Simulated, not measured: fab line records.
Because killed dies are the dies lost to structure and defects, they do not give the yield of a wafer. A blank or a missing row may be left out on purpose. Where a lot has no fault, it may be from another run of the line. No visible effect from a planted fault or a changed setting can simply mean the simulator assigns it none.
Matching of chambers | flow sky130 | SKY_FIELD_ISO_CMP_27 on cmp-02 has 4 sister chambers
The step polishes, stops on Si3N4, t overpolish 16 s, target thk 457.8 nm. 27 wafers are shown with their chamber, then 12 later ones without.

WAFERS PAIRED WITH THEIR CHAMBERS
wafer  | chamber | motor current A (A) | time to endpoint s (s) | overpolish run s (s)
L074.2 | 1       | 11.7                | 113                    | 16.012
L074.3 | 0       | 10.4                | 122                    | 15.992
L074.4 | 3       | 12.9                | 111                    | 16.008
L075.1 | 2       | 11.8                | 116                    | 15.978
L075.4 | 1       | 12.3                | 121                    | 15.992
L075.5 | 0       | 10.8                | 125                    | 16.007
L076.2 | 0       | 10.4                | 119                    | 16.002
L076.3 | 2       | 12.3                | 113                    | 16.006
L076.6 | 1       | 12.7                | 120                    | 15.996
L077.1 | 2       | 12.4                | 112                    | 16.006
L077.4 | 3       | 13.3                | 111                    | 16.002
L077.5 | 1       | 12.0                | 118                    | 15.999
L078.1 | 2       | 12.1                | 111                    | 16.003
L078.4 | 1       | 12.2                | 118                    | 16.001
L078.6 | 1       | 13.0                | 114                    | 15.986
L079.2 | 3       | 12.3                | 108                    | 16.000
L079.4 | 2       | 12.4                | 114                    | 15.995
L079.6 | 2       | 12.1                | 110                    | 15.980
L084.1 | 3       | 13.1                | 107                    | 15.997
L084.3 | 1       | 12.1                | 116                    | 15.997
L084.6 | 0       | 10.1                | 119                    | 16.002
L085.1 | 2       | 12.1                | 113                    | 15.991
L085.4 | 3       | 12.8                | 112                    | 16.002
L085.6 | 3       | 12.9                | 114                    | 16.006
L087.1 | 1       | 12.7                | 113                    | 15.998
L087.2 | 3       | 12.7                | 110                    | 16.008
L087.5 | 0       | 10.2                | 120                    | 16.007

SIGNATURES, as means of the wafers listed above
reading            | chamber 0 | chamber 1 | chamber 2 | chamber 3 | scatter within a chamber
motor current A    | 10.380    | 12.338    | 12.171    | 12.857    | 0.327
time to endpoint s | 121.00    | 116.62    | 112.71    | 110.43    | 2.56
overpolish run s   | 16.00200  | 15.99763  | 15.99414  | 16.00329  | 0.00801
Rule: a wafer's distance from a chamber is the root of the sum, over the readings, of the square of ((its reading less the chamber's mean) divided by the reading's scatter). If the next closest chamber is less than 2 further off than the closest, the wafer can't be placed; otherwise it belongs to the closest. The scatter is the square root of a quotient: the sum, over the shown wafers, of each reading's squared deviation from its chamber's mean, divided by wafers minus chambers.

WAFERS WITHOUT THEIR CHAMBER
wafer  | motor current A (A) | time to endpoint s (s) | overpolish run s (s)
L089.2 | 12.4                | 118                    | 16.011
L089.4 | 13.1                | 114                    | 15.982
L089.6 | 13.0                | 109                    | 16.008
L090.1 | 13.4                | 113                    | 15.995
L090.2 | 10.6                | 121                    | 16.003
L090.5 | 10.3                | 122                    | 15.997
L095.4 | 12.5                | 117                    | 16.008
L095.5 | 12.1                | 115                    | 15.990
L095.6 | 12.8                | 112                    | 16.013
L096.1 | 12.2                | 115                    | 16.006
L096.2 | 12.7                | 117                    | 15.997
L096.3 | 13.1                | 112                    | 15.994

CHAMBER TAKEN BY EACH
wafer  | from the rows above          | in truth
L089.2 | can't be placed: 1 or 2 or 3 | 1
L089.4 | can't be placed: 3 or 1 or 2 | 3
L089.6 | 3                            | 3
L090.1 | can't be placed: 3 or 1 or 2 | 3
L090.2 | 0                            | 0
L090.5 | 0                            | 0
L095.4 | can't be placed: 1 or 2 or 3 | 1
L095.5 | can't be placed: 2 or 1      | 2
L095.6 | can't be placed: 3 or 1 or 2 | 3
L096.1 | can't be placed: 1 or 2 or 3 | 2
L096.2 | can't be placed: 1 or 2 or 3 | 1
L096.3 | can't be placed: 3 or 2 or 1 | 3
3 of 12 placed correctly. From these rows, 9 cannot be placed; in 9 the true chamber is one of the candidates. 0 placed wrongly.
